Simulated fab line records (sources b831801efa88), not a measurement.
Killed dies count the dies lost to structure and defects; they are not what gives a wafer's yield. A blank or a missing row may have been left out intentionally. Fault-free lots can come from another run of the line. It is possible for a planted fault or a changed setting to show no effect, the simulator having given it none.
Matching of chambers | flow sky130 | SKY_LI_CONTACT_CMP_24 on cmp-01 has 4 sister chambers
The step polishes, stops on PSG, t overpolish 20 s, target thk 0 nm. 8 wafers are shown with their chamber, then 12 later ones without.

== WAFERS PAIRED WITH THEIR CHAMBERS ==
wafer  | chamber | motor current A (A) | time to endpoint s (s)
L081.6 | 0       | 9.1                 | 94
L083.2 | 0       | 9.6                 | 93
L085.6 | 3       | 9.9                 | 100
L086.1 | 3       | 10.0                | 103
L086.4 | 1       | 9.7                 | 97
L087.2 | 1       | 9.9                 | 90
L087.3 | 2       | 12.5                | 96
L087.5 | 2       | 12.8                | 97

== WAFERS WITHOUT THEIR CHAMBER ==
wafer  | motor current A (A) | time to endpoint s (s)
L089.2 | 8.9                 | 94
L089.5 | 9.4                 | 95
L089.6 | 10.3                | 92
L091.3 | 9.3                 | 91
L091.4 | 13.2                | 97
L091.5 | 12.8                | 95
L094.1 | 8.9                 | 90
L094.3 | 12.6                | 95
L094.6 | 9.1                 | 95
L097.1 | 10.1                | 102
L097.2 | 13.3                | 97
L097.5 | 9.5                 | 91

== WHICH CHAMBER EACH WENT THROUGH ==
wafer  | from the rows above     | in truth
L089.2 | 0                       | 0
L089.5 | can't be placed: 0 or 1 | 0
L089.6 | can't be placed: 1 or 3 | 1
L091.3 | can't be placed: 0 or 1 | 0
L091.4 | 2                       | 2
L091.5 | 2                       | 2
L094.1 | can't be placed: 0 or 1 | 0
L094.3 | 2                       | 2
L094.6 | can't be placed: 0 or 1 | 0
L097.1 | 3                       | 3
L097.2 | 2                       | 2
L097.5 | can't be placed: 0 or 1 | 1
6 of 12 placed correctly. Not placeable from these rows: 6 (in 6, the candidates include the true chamber). Number placed wrongly: 0.
How it was worked out, from the rows above alone: a wafer's distance from a chamber is the root of the sum, over the readings, of the square of ((its reading less the chamber's mean) divided by the reading's scatter). If the next closest chamber is less than 2 further off than the closest, the wafer can't be placed; otherwise it belongs to the closest. Each chamber's mean is taken over the wafers shown for it. The scatter: take each reading less its chamber's mean, square it, sum over the shown wafers, divide by the number of wafers less the number of chambers, and take the root.
